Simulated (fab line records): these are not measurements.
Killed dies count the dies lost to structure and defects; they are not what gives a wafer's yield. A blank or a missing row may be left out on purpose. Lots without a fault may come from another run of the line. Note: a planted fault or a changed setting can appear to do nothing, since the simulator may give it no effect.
Code-filled problem report in 8D (eight disciplines) form | flow sky130 | the parts of the form that need people (team, actions taken, sign-off) are left out

## 1. WHAT WENT WRONG
Wafers without a fault read 99.97 C, standard deviation 0.11; plateTempC at SKY_POLY_GATE_SOFTBAKE_09 reads a mean of 94.84 C on 6 wafers belonging to 2 lots. That is -47 standard deviations from the usual mean.
The step: time 90 s.
The first sign was on wafer L704.1 at day 19 02:00, on lithoTrack-01. At this step, 39 wafers from 13 lots have a number in the record. Rule for "out", or "out of limits": more than 4 standard deviations from the usual mean. The rest of the wafers with a number are treated as sound.

## 2. WHAT IT IS, AND WHAT IT ISN'T
question                    | is                            | is not
which readings at this step | plateTempC, heaterPowerTotalW | -
which lots                  | L704, L706                    | L696, L697, L708, L710, L711, L713, L714, L715, L716, L717, L718
which wafers of those lots  | all that have a number        | -
read on which tools         | lithoTrack-01                 | lithoTrack-02, lithoTrack-04
when                        | from day 19 02:00             | up to then (6 sound wafers); but 27 sound wafers of L708, L710, L711, L713, L714, L715, L716, L717, L718 came after

## 3. THE SUSPECTS, EACH WITH WHAT RULES IT OUT
Counting: a tool stays on the suspect list if, at a process step up to the reading, it processed all lots that are out and no sound lot following the first of them.
- rieDiel-03 at SKY_SONOS_ONO_ETCH_15 (etches the open film in CHF3/O2, target depth 19.52 nm, time 7.8 s): ruled out as a lasting fault. Following L704 (day 15 12:26), the first lot on it that is out, the sound lots L714, L716, L717, L718 were run on it.
- lithoTrack-01 at SKY_POLY_GATE_SOFTBAKE_09 (time 90 s): ruled out as a lasting fault. Following L704 (day 19 02:00), the first lot on it that is out, the sound lots L716 were run on it.
Left after counting: nothing in the record.

## 4. THE CAUSE (what the simulator had put in)
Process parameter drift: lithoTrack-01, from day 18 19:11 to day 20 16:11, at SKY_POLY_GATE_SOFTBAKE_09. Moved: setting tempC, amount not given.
Counting ruled it out, wrongly.

## 5. SEQUENCE OF EFFECTS, ordered by route
Each row: a reading where the mean over the struck wafers with a number is more than 3 standard deviations away from the usual. Scope: only readings with a usual standard deviation given in the record; hours: median across lots of the time from each lot's start at the first step in this table that gives one to its start at this step; sigmas: change in usual standard deviations.
hours | step                      | reading           | usual   | on struck wafers | change | sigmas
0     | SKY_POLY_GATE_SOFTBAKE_09 | heaterPowerTotalW | 57.36 W | 53.30            | -4.06  | -37
0     | SKY_POLY_GATE_SOFTBAKE_09 | plateTempC        | 99.97 C | 94.84            | -5.13  | -47
It contains these process steps:
- SKY_POLY_GATE_SOFTBAKE_09: time 90 s.
Later measuring or inspecting steps at which every struck wafer that the step has a row for has a number for every such reading, and none has moved that far: SKY_POLY_GATE_CD_MEAS_13, SKY_POLY_GATE_CD_MEAS_22.

## 6. WHAT WOULD HAVE CAUGHT IT SOONER
In this record no reading fell out of limits until day 19 02:00, 7 hours after the fault had begun at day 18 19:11.
